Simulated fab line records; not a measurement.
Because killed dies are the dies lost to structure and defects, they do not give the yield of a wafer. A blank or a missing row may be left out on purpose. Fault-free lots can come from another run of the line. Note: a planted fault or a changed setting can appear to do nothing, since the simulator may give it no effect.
fab line records	flow sky130
record lots=24	wafers=72	lastDay=50
route steps=708 shown NWELL@68 VT_ADJUST_NCORE@127 POLY_GATE@236 METAL1@437 METAL2@484
lots untouched by any fault: they come from a run of this same line in which no faults occurred
startH: hours from the record's first day to the start of the lot's first wafer shown	waitH: time in hours since the lot's previous step	" identical to the entry in the row above	L1.1+2: one row covering several wafers at once	- value missing, or start not given	* or withheld: withheld	< > ~ a bound
route shown NAME@n: a module of which the file shows steps, and the number in the route of the first	usual: mean/standard deviation taken from wafers without a fault	same: alike in all rows	chamber/n: place in a boat	sites: the reading at each site	_std_site: standard deviation of those values	_edge_site: the outer-site mean with the inner-site mean subtracted	radiusMm: for every site, how far away it sits from the centre of the wafer	mask NAME#n: copy n	behind: the most recent tool/chamber to have shaped the wafer	hold: what put the lot on hold/how long, in hours/how the hold closed	device: names the non-switching transistor (n, p or np)	end of line: the tests these same wafers got at the end of their route	for a step that has no rows: nothing shown but its recipe	killed: not the wafer's yield, but the dies lost to structure and defects at the first sort	map: per-die view of a wafer (x killed, . not killed, _ where there is no die)
set.NAME: the setting that was run; set.NAME@STEP: the one run at that earlier step	model.NAME: the simulator's own value behind a step, which no gauge read
one table for each step of the route and one row for each wafer, over a sample of lots
services: from which hour (startH, from the record's first day; less than 0 if before it) a tool's chamber was out of use, for how many hours, and why
## steps
# step SKY_NWELL_TW_MEAS_15
# usual NWELL_TW=1828/12
lot.wafer	tool	chamber	startH	waitH	NWELL_TW
L074.1	filmMetro-04	-	89.77	0.1	1838
L074.3	"	-	"	"	1824
L074.6	"	-	"	"	1836
L075.1	filmMetro-04	-	93.57	0.1	1832
L075.2	"	-	"	"	1837
L075.3	"	-	"	"	1840
L076.2	filmMetro-04	-	100.54	0.1	1847
L076.3	"	-	"	"	1841
L076.4	"	-	"	"	1854
L077.1	filmMetro-01	-	104.18	0.1	1823
L077.4	"	-	"	"	1812
L077.5	"	-	"	"	1824
L078.1	filmMetro-04	-	111.73	0.1	1835
L078.2	"	-	"	"	1844
L078.3	"	-	"	"	1851
L079.2	filmMetro-03	-	117.03	0.1	1833
L079.5	"	-	"	"	1839
L079.6	"	-	"	"	1842
L080.3	filmMetro-01	-	121.74	0.1	1823
L080.4	"	-	"	"	1816
L080.6	"	-	"	"	1810
L081.2	filmMetro-01	-	131.88	0.1	1814
L081.4	"	-	"	"	1823
L081.5	"	-	"	"	1822
L082.1	filmMetro-04	-	149.18	0.1	1837
L082.2	"	-	"	"	1829
L082.4	"	-	"	"	1833
L083.1	filmMetro-01	-	149.37	0.1	1831
L083.4	"	-	"	"	1821
L083.6	"	-	"	"	1827
L084.1	filmMetro-04	-	156.27	0.1	1822
L084.2	"	-	"	"	1822
L084.3	"	-	"	"	1832
L085.1	filmMetro-01	-	157.72	0.1	1830
L085.5	"	-	"	"	1819
L085.6	"	-	"	"	1822
L086.1	filmMetro-04	-	157.76	0.1	1826
L086.5	"	-	"	"	1835
L086.6	"	-	"	"	1839
L087.4	filmMetro-04	-	162.36	0.1	1829
L087.5	"	-	"	"	1840
L087.6	"	-	"	"	1834
L088.3	filmMetro-03	-	174.44	0.1	1812
L088.5	"	-	"	"	1812
L088.6	"	-	"	"	1810
L089.2	filmMetro-03	-	175.02	0.1	1800
L089.3	"	-	"	"	1821
L089.5	"	-	"	"	1819
L090.2	filmMetro-03	-	182.94	0.1	1811
L090.3	"	-	"	"	1826
L090.5	"	-	"	"	1816
L091.2	filmMetro-03	-	185.87	0.1	1810
L091.3	"	-	"	"	1816
L091.4	"	-	"	"	1819
L092.3	filmMetro-04	-	191.14	0.1	1834
L092.4	"	-	"	"	1842
L092.5	"	-	"	"	1834
L093.1	filmMetro-03	-	195.16	0.1	1816
L093.3	"	-	"	"	1809
L093.6	"	-	"	"	1812
L094.1	filmMetro-04	-	205.43	0.1	1850
L094.2	"	-	"	"	1840
L094.4	"	-	"	"	1838
L095.1	filmMetro-03	-	212.36	0.1	1822
L095.2	"	-	"	"	1811
L095.5	"	-	"	"	1825
L096.2	filmMetro-01	-	214.13	0.1	1823
L096.3	"	-	"	"	1820
L096.5	"	-	"	"	1819
L097.1	filmMetro-04	-	223.12	0.1	1834
L097.4	"	-	"	"	1834
L097.5	"	-	"	"	1841
# step SKY_VT_ADJUST_NCORE_OVL_MEAS_08
# usual VT_ADJUST_NCORE_OVL=-1.8/1.4
lot.wafer	tool	chamber	startH	waitH	VT_ADJUST_NCORE_OVL[nm]
L074.1	overlay-01	-	185.70	0.1	-3.1
L074.3	"	-	"	"	-2.6
L074.6	"	-	"	"	-2.5
L075.1	overlay-02	-	191.65	0.1	1.9
L075.2	"	-	"	"	-1.1
L075.3	"	-	"	"	-1.3
L076.2	overlay-01	-	199.31	0.1	-3.0
L076.3	"	-	"	"	-0.1
L076.4	"	-	"	"	-0.6
L077.1	overlay-02	-	205.00	0.1	-2.7
L077.4	"	-	"	"	-2.3
L077.5	"	-	"	"	-2.5
L078.1	overlay-01	-	213.95	0.1	0.3
L078.2	"	-	"	"	-1.4
L078.3	"	-	"	"	0.3
L079.2	overlay-02	-	222.01	0.1	-0.6
L079.5	"	-	"	"	1.0
L079.6	"	-	"	"	0.6
L080.3	overlay-02	-	225.58	0.1	-2.0
L080.4	"	-	"	"	-1.7
L080.6	"	-	"	"	-0.7
L081.2	overlay-01	-	239.12	0.1	-3.4
L081.4	"	-	"	"	0.7
L081.5	"	-	"	"	-1.2
L082.1	overlay-01	-	260.30	0.1	-1.0
L082.2	"	-	"	"	-0.4
L082.4	"	-	"	"	-1.5
L083.1	overlay-01	-	261.37	0.1	-3.3
L083.4	"	-	"	"	-2.2
L083.6	"	-	"	"	-3.4
L084.1	overlay-02	-	268.65	0.1	-3.8
L084.2	"	-	"	"	0.0
L084.3	"	-	"	"	-3.1
L085.1	overlay-01	-	269.90	0.1	-1.6
L085.5	"	-	"	"	-3.4
L085.6	"	-	"	"	-3.1
L086.1	overlay-02	-	271.22	0.1	0.5
L086.5	"	-	"	"	1.8
L086.6	"	-	"	"	-0.7
L087.4	overlay-01	-	276.22	0.1	-1.2
L087.5	"	-	"	"	-1.9
L087.6	"	-	"	"	-2.1
L088.3	overlay-02	-	290.83	0.1	-1.6
L088.5	"	-	"	"	-1.3
L088.6	"	-	"	"	-3.6
L089.2	overlay-01	-	290.98	0.1	-3.8
L089.3	"	-	"	"	-2.2
L089.5	"	-	"	"	-4.6
L090.2	overlay-02	-	300.46	0.1	-0.2
L090.3	"	-	"	"	-0.8
L090.5	"	-	"	"	-2.4
L091.2	overlay-02	-	305.43	0.1	-1.2
L091.3	"	-	"	"	-0.8
L091.4	"	-	"	"	-1.9
L092.3	overlay-02	-	313.06	0.1	-3.4
L092.4	"	-	"	"	-1.1
L092.5	"	-	"	"	-2.7
L093.1	overlay-01	-	317.67	0.1	-3.5
L093.3	"	-	"	"	-2.5
L093.6	"	-	"	"	-3.2
L094.1	overlay-01	-	331.62	0.1	-1.7
L094.2	"	-	"	"	-1.7
L094.4	"	-	"	"	-2.0
L095.1	overlay-02	-	340.57	0.1	-0.5
L095.2	"	-	"	"	-4.8
L095.5	"	-	"	"	-1.3
L096.2	overlay-02	-	342.60	0.1	-1.2
L096.3	"	-	"	"	-3.0
L096.5	"	-	"	"	-2.6
L097.1	overlay-01	-	351.42	0.1	-1.3
L097.4	"	-	"	"	-2.4
L097.5	"	-	"	"	-3.7
# step SKY_POLY_GATE_CD_MEAS_22
# usual cdNm=150.7/2.6
lot.wafer	tool	chamber	startH	waitH	cdNm
L074.1	cdSem-02	-	381.27	0.1	150.2
L074.3	"	-	"	"	149.9
L074.6	"	-	"	"	155.1
L075.1	cdSem-02	-	389.87	0.1	147.4
L075.2	"	-	"	"	152.8
L075.3	"	-	"	"	146.3
L076.2	cdSem-01	-	399.58	0.1	149.6
L076.3	"	-	"	"	148.4
L076.4	"	-	"	"	151.3
L077.1	cdSem-02	-	403.47	0.1	149.2
L077.4	"	-	"	"	148.2
L077.5	"	-	"	"	154.0
L078.1	cdSem-02	-	418.42	0.1	151.7
L078.2	"	-	"	"	152.4
L078.3	"	-	"	"	150.2
L079.2	cdSem-02	-	426.48	0.1	149.3
L079.5	"	-	"	"	150.6
L079.6	"	-	"	"	151.2
L080.3	cdSem-01	-	435.55	0.1	147.3
L080.4	"	-	"	"	154.8
L080.6	"	-	"	"	150.1
L081.2	cdSem-02	-	453.86	0.1	148.1
L081.4	"	-	"	"	153.1
L081.5	"	-	"	"	150.8
L082.1	cdSem-01	-	476.42	0.1	149.7
L082.2	"	-	"	"	150.3
L082.4	"	-	"	"	153.7
L083.1	cdSem-01	-	479.60	0.1	145.9
L083.4	"	-	"	"	151.4
L083.6	"	-	"	"	149.6
L084.1	cdSem-01	-	484.79	0.1	146.0
L084.2	"	-	"	"	146.4
L084.3	"	-	"	"	148.2
L086.1	cdSem-01	-	492.25	0.1	152.4
L086.5	"	-	"	"	155.1
L086.6	"	-	"	"	150.8
L085.1	cdSem-02	-	493.50	0.1	148.7
L085.5	"	-	"	"	152.4
L085.6	"	-	"	"	147.7
L087.4	cdSem-01	-	498.82	0.1	158.6
L087.5	"	-	"	"	154.7
L087.6	"	-	"	"	151.6
L088.3	cdSem-02	-	510.58	0.1	146.1
L088.5	"	-	"	"	149.5
L088.6	"	-	"	"	149.5
L089.2	cdSem-01	-	514.34	0.1	152.2
L089.3	"	-	"	"	150.7
L089.5	"	-	"	"	148.0
L090.2	cdSem-01	-	525.35	0.1	146.9
L090.3	"	-	"	"	151.8
L090.5	"	-	"	"	147.8
L091.2	cdSem-01	-	531.71	0.1	151.3
L091.3	"	-	"	"	152.8
L091.4	"	-	"	"	153.2
L092.3	cdSem-02	-	541.32	0.1	150.2
L092.4	"	-	"	"	152.5
L092.5	"	-	"	"	153.5
L093.1	cdSem-02	-	542.97	0.1	150.4
L093.3	"	-	"	"	146.4
L093.6	"	-	"	"	153.0
L094.1	cdSem-01	-	557.73	0.1	153.9
L094.2	"	-	"	"	152.2
L094.4	"	-	"	"	149.8
L095.1	cdSem-02	-	566.98	0.1	154.1
L095.2	"	-	"	"	151.8
L095.5	"	-	"	"	150.1
L096.2	cdSem-01	-	571.51	0.1	147.9
L096.3	"	-	"	"	148.8
L096.5	"	-	"	"	147.3
L097.1	cdSem-01	-	580.88	0.1	151.3
L097.4	"	-	"	"	152.1
L097.5	"	-	"	"	150.5
# step SKY_METAL1_SPUTTER_03
# recipe material=Ti	targetThkNm=5	powerW=3000	timeS=3.3	chamberPressurePa=0.4
# usual cathodeDcPowerW=3000.0/0.55	throttleValvePct=30.1/0.74
lot.wafer	tool	chamber	startH	waitH	cathodeDcPowerW	throttleValvePct
L074.1	pvdSputter-04	-	752.09	0.0	2999.7	30.3
L074.3	"	-	"	"	2999.9	28.8
L074.6	"	-	"	"	2999.9	31.2
L075.1	pvdSputter-01	-	758.52	0.0	2999.7	29.6
L075.2	"	-	"	"	3000.5	30.8
L075.3	"	-	"	"	3000.7	30.0
L076.2	pvdSputter-04	-	766.37	0.0	3000.1	29.0
L076.3	"	-	"	"	3000.8	31.2
L076.4	"	-	"	"	3000.5	30.6
L077.1	pvdSputter-01	-	771.50	0.0	2999.1	31.0
L077.4	"	-	"	"	3000.9	29.5
L077.5	"	-	"	"	2999.8	29.1
L078.1	pvdSputter-01	-	784.44	0.0	3000.8	29.6
L078.2	"	-	"	"	3000.0	29.7
L078.3	"	-	"	"	3000.5	30.1
L079.2	pvdSputter-03	-	790.46	0.0	2999.8	30.6
L079.5	"	-	"	"	3000.0	30.9
L079.6	"	-	"	"	3000.1	30.8
L080.3	pvdSputter-01	-	798.23	0.0	2999.7	30.4
L080.4	"	-	"	"	2999.6	29.7
L080.6	"	-	"	"	2999.8	29.7
L081.2	pvdSputter-04	-	814.08	0.0	3000.1	29.9
L081.4	"	-	"	"	2999.7	28.7
L081.5	"	-	"	"	2999.9	30.6
L082.1	pvdSputter-03	-	833.77	0.0	3000.6	30.9
L082.2	"	-	"	"	2999.4	29.1
L082.4	"	-	"	"	3000.7	30.5
L083.1	pvdSputter-01	-	836.53	0.0	3000.1	30.7
L083.4	"	-	"	"	2999.1	29.4
L083.6	"	-	"	"	3000.5	30.3
L084.1	pvdSputter-03	-	841.55	0.0	3000.6	30.4
L084.2	"	-	"	"	2999.7	29.1
L084.3	"	-	"	"	2999.9	30.9
L086.1	pvdSputter-03	-	846.63	0.0	2999.6	30.8
L086.5	"	-	"	"	2999.7	31.1
L086.6	"	-	"	"	3000.4	30.7
L085.1	pvdSputter-01	-	847.11	0.0	3000.3	30.1
L085.5	"	-	"	"	2999.8	30.0
L085.6	"	-	"	"	2999.9	29.8
L087.4	pvdSputter-04	-	850.16	0.0	3000.4	29.8
L087.5	"	-	"	"	3001.3	31.3
L087.6	"	-	"	"	2999.9	28.9
L088.3	pvdSputter-04	-	861.88	0.0	2998.8	28.8
L088.5	"	-	"	"	3000.4	29.0
L088.6	"	-	"	"	3000.5	30.9
L089.2	pvdSputter-04	-	867.16	0.0	3000.1	30.4
L089.3	"	-	"	"	3000.4	31.0
L089.5	"	-	"	"	2999.8	28.9
L090.2	pvdSputter-03	-	872.98	0.0	2999.5	28.9
L090.3	"	-	"	"	2999.9	30.3
L090.5	"	-	"	"	3000.9	28.9
L091.2	pvdSputter-03	-	879.35	0.0	3000.9	30.4
L091.3	"	-	"	"	3000.0	30.6
L091.4	"	-	"	"	3000.0	30.9
L093.1	pvdSputter-01	-	888.18	0.0	3000.4	29.4
L093.3	"	-	"	"	3000.3	30.1
L093.6	"	-	"	"	2998.6	30.8
L092.3	pvdSputter-04	-	894.16	0.0	3000.6	30.9
L092.4	"	-	"	"	2999.8	29.0
L092.5	"	-	"	"	2999.8	28.8
L094.1	pvdSputter-03	-	901.66	0.0	2999.9	30.7
L094.2	"	-	"	"	2999.2	30.6
L094.4	"	-	"	"	3000.5	29.0
L095.1	pvdSputter-03	-	907.71	0.0	2999.8	30.5
L095.2	"	-	"	"	2999.9	30.9
L095.5	"	-	"	"	3001.1	29.4
L096.2	pvdSputter-04	-	912.48	0.0	3000.2	29.1
L096.3	"	-	"	"	2999.5	31.0
L096.5	"	-	"	"	2998.7	31.0
L097.1	pvdSputter-03	-	919.30	0.0	3000.8	30.5
L097.4	"	-	"	"	3000.4	30.3
L097.5	"	-	"	"	2999.5	30.7
# step SKY_METAL1_DESCUM_17
# recipe chemistry=O2	sourcePowerW=150	biasPowerW=0	pressureMtorr=10	tempC=40	timeS=8
# usual chamberPressureMTorr=10.000/0.0085	drypumpMotorCurrentA=5.94/0.27	heBacksideLeakSccm=3.35/0.23	oesProductAu=0.999/0.0073
# same biasPowerW=0
lot.wafer	tool	chamber	startH	waitH	chamberPressureMTorr	drypumpMotorCurrentA	heBacksideLeakSccm	oesProductAu	rfHoursCounterH
L074.1	rieMetal-03	0	779.43	0.0	10.003	5.66	3.33	0.990	2
L074.3	"	0	"	"	9.997	5.62	3.57	0.991	-
L074.6	"	0	"	"	9.999	5.68	3.51	0.994	-
L075.1	rieMetal-02	1	785.20	0.0	10.007	6.28	3.15	1.003	14
L075.2	"	1	"	"	10.007	6.31	3.07	1.009	-
L075.3	"	1	"	"	10.002	6.32	3.29	0.999	-
L076.2	rieMetal-02	1	793.12	0.0	9.980	6.27	3.40	1.003	-
L076.3	"	1	"	"	10.002	6.31	3.13	1.004	-
L076.4	"	1	"	"	9.994	6.27	3.20	1.003	-
L077.1	rieMetal-04	0	798.08	0.0	10.007	5.66	3.53	0.999	8
L077.4	"	0	"	"	10.003	5.70	3.43	1.009	-
L077.5	"	1	"	"	10.003	5.73	3.57	0.979	-
L078.1	rieMetal-02	1	810.35	0.0	9.995	6.38	3.27	0.991	16
L078.2	"	1	"	"	10.011	6.34	3.25	0.993	-
L078.3	"	1	"	"	9.993	6.37	3.23	0.992	-
L079.2	rieMetal-03	0	815.58	0.0	9.988	5.58	5.28	0.992	4
L079.5	"	0	"	"	10.003	5.64	3.46	0.987	-
L079.6	"	1	"	"	9.992	5.96	3.41	0.993	-
L080.3	rieMetal-03	0	825.02	0.0	9.984	5.61	3.33	0.991	-
L080.4	"	1	"	"	10.004	5.97	3.27	0.988	-
L080.6	"	1	"	"	10.003	5.99	3.24	0.984	-
L081.2	rieMetal-02	0	840.75	0.0	10.000	6.02	3.26	1.001	1
L081.4	"	1	"	"	9.996	6.30	3.31	1.006	-
L081.5	"	0	"	"	9.988	6.03	3.22	1.005	-
L082.1	rieMetal-04	0	860.83	0.0	9.987	5.68	3.46	1.005	10
L082.2	"	1	"	"	10.010	5.74	3.48	0.992	3
L082.4	"	0	"	"	9.999	5.68	3.51	1.001	-
L083.1	rieMetal-03	1	862.80	0.0	9.997	5.97	3.35	1.003	3
L083.4	"	1	"	"	10.009	5.95	3.28	1.010	-
L083.6	"	1	"	"	10.005	5.96	3.31	1.009	-
L084.1	rieMetal-03	0	867.85	0.0	9.979	5.59	3.36	0.992	6
L084.2	"	1	"	"	10.003	5.97	3.17	1.000	3
L084.3	"	0	"	"	9.989	5.59	3.45	0.986	-
L086.1	rieMetal-02	0	873.58	0.0	10.002	6.00	3.59	1.012	2
L086.5	"	0	"	"	10.002	6.00	3.41	1.003	-
L086.6	"	1	"	"	9.987	6.36	3.03	0.993	-
L085.1	rieMetal-03	0	873.60	0.0	10.006	5.60	3.56	0.989	7
L085.5	"	1	"	"	10.005	6.02	3.27	1.000	-
L085.6	"	0	"	"	9.992	5.56	3.34	0.993	-
L087.4	rieMetal-04	0	876.61	0.0	10.004	5.67	3.29	1.003	-
L087.5	"	1	"	"	9.990	5.74	3.54	1.006	-
L087.6	"	0	"	"	9.994	5.69	3.45	1.005	-
L088.3	rieMetal-03	1	888.87	0.0	10.003	6.02	3.33	1.000	-
L088.5	"	0	"	"	9.992	5.56	3.23	1.004	-
L088.6	"	1	"	"	9.996	6.03	3.32	0.996	-
L089.2	rieMetal-04	1	893.55	0.0	9.996	5.76	3.45	0.985	5
L089.3	"	0	"	"	10.001	5.66	3.23	1.007	-
L089.5	"	1	"	"	10.015	5.76	3.34	0.999	-
L090.2	rieMetal-03	1	899.20	0.0	9.997	6.02	3.38	1.009	5
L090.3	"	1	"	"	10.000	6.01	3.26	1.003	-
L090.5	"	1	"	"	10.003	5.98	3.28	1.000	-
L091.2	rieMetal-02	0	905.71	0.0	9.998	6.02	3.32	0.988	-
L091.3	"	0	"	"	10.002	6.03	3.61	1.001	-
L091.4	"	0	"	"	9.997	6.00	3.47	1.006	-
L093.1	rieMetal-02	0	913.75	0.0	9.991	6.00	3.47	1.013	5
L093.3	"	1	"	"	10.006	6.32	3.32	1.003	-
L093.6	"	1	"	"	10.002	6.33	3.16	0.992	-
L092.3	rieMetal-02	1	920.00	0.0	9.992	6.33	3.12	1.007	-
L092.4	"	0	"	"	9.997	6.00	3.49	1.008	-
L092.5	"	1	"	"	9.992	6.36	3.26	0.998	-
L094.1	rieMetal-02	0	927.10	0.0	10.003	6.01	3.50	1.004	5
L094.2	"	1	"	"	9.997	6.32	3.12	1.001	1
L094.4	"	1	"	"	9.986	6.29	2.98	1.003	-
L095.1	rieMetal-03	1	933.59	0.0	9.999	5.97	3.22	1.000	6
L095.2	"	0	"	"	9.993	5.62	3.38	0.991	9
L095.5	"	0	"	"	10.003	5.61	3.29	0.995	-
L096.2	rieMetal-02	0	937.45	0.0	9.982	5.99	3.60	1.011	6
L096.3	"	1	"	"	10.004	6.33	3.19	0.994	-
L096.5	"	0	"	"	10.001	6.01	3.49	1.005	-
L097.1	rieMetal-04	0	944.30	0.0	10.021	5.69	3.13	1.000	14
L097.4	"	1	"	"	9.990	5.77	3.45	0.986	-
L097.5	"	0	"	"	9.999	5.67	3.42	1.006	-
# step SKY_METAL2_SPUTTER_01
# recipe material=TiN	targetThkNm=20	powerW=6500	timeS=16.7	chamberPressurePa=0.4
# usual cathodeDcPowerW=6499.9/1.3	throttleValvePct=30.1/0.78
lot.wafer	tool	chamber	startH	waitH	cathodeDcPowerW	throttleValvePct
L074.1	pvdSputter-03	-	808.94	0.0	6500.3	30.4
L074.3	"	-	"	"	6500.5	29.0
L074.6	"	-	"	"	6498.6	31.0
L075.1	pvdSputter-03	-	815.24	0.0	6500.7	29.3
L075.2	"	-	"	"	6501.7	30.6
L075.3	"	-	"	"	6500.1	30.3
L076.2	pvdSputter-03	-	822.53	0.0	6499.6	30.3
L076.3	"	-	"	"	6502.0	30.2
L076.4	"	-	"	"	6500.9	29.1
L077.1	pvdSputter-04	-	827.36	0.0	6499.4	31.0
L077.4	"	-	"	"	6500.1	31.0
L077.5	"	-	"	"	6500.7	28.8
L078.1	pvdSputter-04	-	839.87	0.0	6498.5	30.7
L078.2	"	-	"	"	6498.4	28.8
L078.3	"	-	"	"	6499.9	31.1
L079.2	pvdSputter-04	-	845.57	0.0	6499.2	29.8
L079.5	"	-	"	"	6498.8	29.8
L079.6	"	-	"	"	6501.2	30.5
L080.3	pvdSputter-04	-	854.32	0.0	6501.0	29.2
L080.4	"	-	"	"	6500.7	29.9
L080.6	"	-	"	"	6499.0	31.1
L081.2	pvdSputter-02	-	869.93	0.0	6500.2	30.4
L081.4	"	-	"	"	6499.4	29.5
L081.5	"	-	"	"	6499.9	29.5
L082.1	pvdSputter-02	-	890.18	0.0	6501.1	29.6
L082.2	"	-	"	"	6498.8	31.8
L082.4	"	-	"	"	6498.6	29.7
L083.1	pvdSputter-03	-	891.84	0.0	6500.1	30.5
L083.4	"	-	"	"	6500.2	29.1
L083.6	"	-	"	"	6500.3	29.2
L084.1	pvdSputter-04	-	896.29	0.0	6502.0	30.0
L084.2	"	-	"	"	6501.7	31.2
L084.3	"	-	"	"	6499.3	28.8
L085.1	pvdSputter-04	-	902.66	0.0	6499.6	31.1
L085.5	"	-	"	"	6497.9	30.5
L085.6	"	-	"	"	6500.4	29.9
L086.1	pvdSputter-03	-	902.96	0.0	6499.0	29.1
L086.5	"	-	"	"	6498.3	30.2
L086.6	"	-	"	"	6500.0	29.1
L087.4	pvdSputter-04	-	905.35	0.0	6497.7	29.9
L087.5	"	-	"	"	6502.7	28.9
L087.6	"	-	"	"	6500.0	30.9
L088.3	pvdSputter-04	-	917.02	0.0	6501.0	30.7
L088.5	"	-	"	"	6496.8	29.9
L088.6	"	-	"	"	6499.2	30.4
L089.2	pvdSputter-04	-	921.71	0.0	6500.0	31.1
L089.3	"	-	"	"	6499.3	30.0
L089.5	"	-	"	"	6499.9	30.9
L090.2	pvdSputter-02	-	927.32	0.0	6500.7	29.5
L090.3	"	-	"	"	6500.3	29.8
L090.5	"	-	"	"	6500.8	30.4
L091.2	pvdSputter-03	-	933.87	0.0	6500.0	30.7
L091.3	"	-	"	"	6496.1	29.5
L091.4	"	-	"	"	6501.0	30.1
L093.1	pvdSputter-04	-	941.07	0.0	6500.1	29.7
L093.3	"	-	"	"	6501.0	30.1
L093.6	"	-	"	"	6501.7	29.9
L092.3	pvdSputter-03	-	948.37	0.0	6500.7	30.8
L092.4	"	-	"	"	6497.8	29.0
L092.5	"	-	"	"	6499.7	30.3
L094.1	pvdSputter-03	-	955.61	0.0	6499.1	31.0
L094.2	"	-	"	"	6500.3	29.1
L094.4	"	-	"	"	6500.1	30.1
L095.1	pvdSputter-03	-	961.51	0.0	6498.8	30.7
L095.2	"	-	"	"	6500.0	29.1
L095.5	"	-	"	"	6499.3	30.5
L096.2	pvdSputter-04	-	964.97	0.0	6498.8	29.9
L096.3	"	-	"	"	6500.5	30.5
L096.5	"	-	"	"	6501.1	29.0
L097.1	pvdSputter-02	-	971.22	0.0	6498.1	31.9
L097.4	"	-	"	"	6499.5	29.3
L097.5	"	-	"	"	6499.7	30.4
## services
tool	chamber	startH	hours	kind
pvdSputter-03	-	732.54	11.1	repair
rieMetal-03	1	734.00	30.3	repair
rieMetal-02	1	738.57	6.5	repair
pvdSputter-04	-	767.78	13.7	repair
rieMetal-03	-	768.27	1.4	pm
rieMetal-04	-	771.57	1.2	repair
rieMetal-02	0	783.89	5.2	repair
rieMetal-02	0	789.06	-	clean
rieMetal-02	0	789.06	31.7	scheduledDown
rieMetal-02	0	789.06	31.7	ventCycle
rieMetal-03	-	810.61	2.8	pm
pvdSputter-03	0	833.84	-	consumableReplace:kit
pvdSputter-03	0	833.84	18.0	scheduledDown
pvdSputter-03	0	833.84	18.0	ventCycle
rieMetal-04	-	857.19	2.8	pm
pvdSputter-01	-	871.05	5.2	repair
pvdSputter-02	-	884.12	2.7	repair
pvdSputter-02	-	905.39	1.8	repair
pvdSputter-04	3	938.33	-	consumableReplace:kit
pvdSputter-04	3	938.33	18.0	scheduledDown
pvdSputter-04	3	938.33	18.0	ventCycle
pvdSputter-03	-	945.43	2.0	repair
pvdSputter-04	-	952.73	1.8	repair
rieMetal-02	0	969.77	6.8	repair
## key
fault none
